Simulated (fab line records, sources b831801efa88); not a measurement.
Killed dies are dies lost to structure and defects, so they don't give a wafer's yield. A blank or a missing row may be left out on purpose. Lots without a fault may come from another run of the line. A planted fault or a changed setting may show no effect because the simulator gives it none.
A struck lot beside a sound one | flow sfq_line | 29 steps out of a route of 325
Sound: wafers L891.1, L891.4, L891.5. Struck: wafers L909.1, L909.5, L909.6. The cause comes at the end.
At each step with rows: each side's tool, then ch and its chambers, then its first start. Under that, the readings that differ: sound wafers | struck wafers | difference of the means | sigmas: that difference in standard deviations of wafers without a fault.
alike: readings whose means differ by less than 2 such deviations, and words and numbers that are the same on both sides. not compared: withheld readings, readings that some wafer has no value for, bounds like >300 that may hide the same value, and numbers for which the record gives no deviation and whose values overlap.
The two part at a step that has a row with sigmas, a row that says differs or no value, or rows on one side only. Numbers that don't overlap but have no deviation are shown without sigmas and don't part them. A reading that every wafer of one side lacks parts them only if that side has two wafers or more.

first, 2 steps without rows for these wafers: SFQ_TRILAYER_I0_VIA_STRIP_SOLV_CLEAN_036 (cleans in NMP, time 600 s); SFQ_TRILAYER_M1_DEP_PRE_CLEAN_038 (time 22.5 s).
SFQ_TRILAYER_M1_DEP_SPUTTER_037: material Nb, target thk 200 nm, time 133.3 s.
  sound on pvd_sputter-03, day 19 02:30; struck on pvd_sputter-06, day 26 10:41
  alike: throttle_valve_pct
SFQ_M1_RS_MEAS_909: measures by four-point-probe.
  sound on film_metro-03, day 19 02:37; struck on film_metro-01, day 26 10:47
  alike: M1_NB_RS
then, 6 steps without rows for these wafers: SFQ_TRILAYER_M1_LITHO_COAT_044 (resist thk 62 nm); SFQ_TRILAYER_M1_LITHO_COAT_039 (resist thk 600 nm); SFQ_TRILAYER_M1_LITHO_SOFTBAKE_043; SFQ_TRILAYER_M1_LITHO_EXPOSE_040 (exposes mask M1, target cd 500 nm); SFQ_TRILAYER_M1_LITHO_PEB_042 (peb time 60 s); SFQ_TRILAYER_M1_LITHO_DEVELOP_041 (time 60 s).
-- the record jumps here: 7 days lie between the struck wafers' starts before and after --
SFQ_M1_OVL_MEAS_911:
  sound on overlay-02, day 25 20:01; struck on overlay-01, day 33 10:53
  alike: M1_OVL
SFQ_TRILAYER_M1_BARC_OPEN_METAL_ETCH_054: etches BARC in O2, target depth 125 nm, time 41.7 s.
  sound on rie_metal-04 ch 1, day 25 20:04; struck on rie_metal-04 ch 0,1, day 33 10:56
  no value came back on the struck wafers for bias_w (W), chamber_pressure_mTorr (mTorr), drypump_motor_current_A (A), oes_product_au (a.u.); on the sound wafers bias_w (W) reads 80.07 79.96 80.38
  reading                                             | sound             | struck            | difference | sigmas
  model.KrF_of_TRILAYER_M1_LITHO_COAT_039.thk_nm (nm) | 522.9 521.5 523.5 | 575.7 575.1 575.7 | +52.9      |
  not compared: rf_hours_counter_h
SFQ_TRILAYER_M1_ETCH_METAL_ETCH_042: etches Nb in Cl2/Ar, stops on SiO2, target depth 240 nm, time 120 s.
  sound on rie_metal-04 ch 1, day 25 20:07; struck on rie_metal-04 ch 0,1, day 33 10:59
  reading                                             | sound             | struck            | difference | sigmas
  oes_product_au (a.u.)                               | 0.888 0.884 0.910 | 0.371 0.376 0.382 | -0.518     | -71
  model.KrF_of_TRILAYER_M1_LITHO_COAT_039.thk_nm (nm) | 377 376.2 378.2   | 433.5 430.5 434.1 | +55.6      |
  alike: bias_w, chamber_pressure_mTorr, drypump_motor_current_A
  not compared: rf_hours_counter_h
SFQ_TRILAYER_M1_STRIP_STRIP_043: strips in O2.
  sound on rie_metal-04 ch 1, day 25 20:14; struck on rie_metal-04 ch 0,1, day 33 11:07
  alike: drypump_motor_current_A, oes_product_au
  not compared: rf_hours_counter_h
then, 1 step without rows for these wafers: SFQ_TRILAYER_M1_STRIP_SOLV_CLEAN_044 (cleans in NMP, time 600 s).
SFQ_TRILAYER_I1_DEP_PECVD_045: deposits SiO2 from SiH4/N2O, time 111.11 s, target thk 500 nm.
  sound on pecvd-01 ch 1,2, day 25 21:01; struck on pecvd-04 ch 0,1, day 33 11:53
  reading                | sound          | struck         | difference | sigmas
  throttle_valve_pct (%) | 24.3 24.2 24.3 | 26.5 26.4 26.2 | +2.1       | +2
  alike: heater_power_w
SFQ_TRILAYER_I1_CMP_CMP_046: polishes SiO2.
  sound on cmp-02 ch 1,2, day 25 21:33; struck on cmp-01 ch 1,2, day 33 11:58
  alike: head_pressure_psi, motor_current_A, time_to_endpoint_s
SFQ_I1_BOW_MEAS_912:
  sound on film_metro-04, day 26 00:33; struck on film_metro-02, day 33 14:58
  alike: I1_BOW
SFQ_TRILAYER_I1_METRO_MEASURE_047:
  sound on film_metro-04, day 26 00:40; struck on film_metro-02, day 33 15:05
  alike: thk_nm
then, 3 steps without rows for these wafers: SFQ_TRILAYER_I1_VIA_LITHO_COAT_054 (resist thk 62 nm); SFQ_TRILAYER_I1_VIA_LITHO_COAT_049 (resist thk 650 nm); SFQ_TRILAYER_I1_VIA_LITHO_SOFTBAKE_053.
-- the record jumps here: 6 days lie between the struck wafers' starts before and after --
SFQ_TRILAYER_I1_VIA_LITHO_EXPOSE_050: exposes mask I1, target cd 500 nm.
  sound on krf_scanner-02 ch 0, day 32 23:24; struck on krf_scanner-02, day 39 18:31
  no value came back on the struck wafers for exposure_dose_mJ_cm2, focus_offset_nm (nm); on the sound wafers exposure_dose_mJ_cm2 reads 21.297 21.304 21.284
  alike: mask
then, 2 steps without rows for these wafers: SFQ_TRILAYER_I1_VIA_LITHO_PEB_052 (peb time 60 s); SFQ_TRILAYER_I1_VIA_LITHO_DEVELOP_051 (time 60 s).
SFQ_I1_OVL_MEAS_913:
  sound on overlay-01, day 33 00:54; struck on overlay-01, day 39 20:01
  reading     | sound   | struck | difference                    | sigmas
  I1_OVL (nm) | -4 -4 1 | - - -  | no value on the struck wafers |
then, 1 step without rows for these wafers: SFQ_TRILAYER_I1_VIA_BARC_OPEN_VIA_ETCH_071 (etches BARC in O2, target depth 125 nm, time 41.7 s).
SFQ_TRILAYER_I1_VIA_ETCH_VIA_ETCH_052: etches SiO2 in CHF3, stops on Nb, target depth 260 nm.
  sound on rie_diel-03 ch 0,2, day 33 00:59; struck on rie_diel-04 ch 1,2, day 39 20:05
  reading               | sound             | struck            | difference | sigmas
  oes_product_au (a.u.) | 0.858 0.847 0.858 | 0.379 0.377 0.375 | -0.477     | -88
  alike: bias_w, chamber_pressure_mTorr, drypump_motor_current_A
then, 1 step without rows for these wafers: SFQ_TRILAYER_I1_VIA_STRIP_STRIP_053 (strips in O2).

WHERE THEY PART
First at SFQ_TRILAYER_M1_BARC_OPEN_METAL_ETCH_054; last, within this record, at SFQ_TRILAYER_I1_VIA_ETCH_VIA_ETCH_052.

WHY: what the simulator had put in
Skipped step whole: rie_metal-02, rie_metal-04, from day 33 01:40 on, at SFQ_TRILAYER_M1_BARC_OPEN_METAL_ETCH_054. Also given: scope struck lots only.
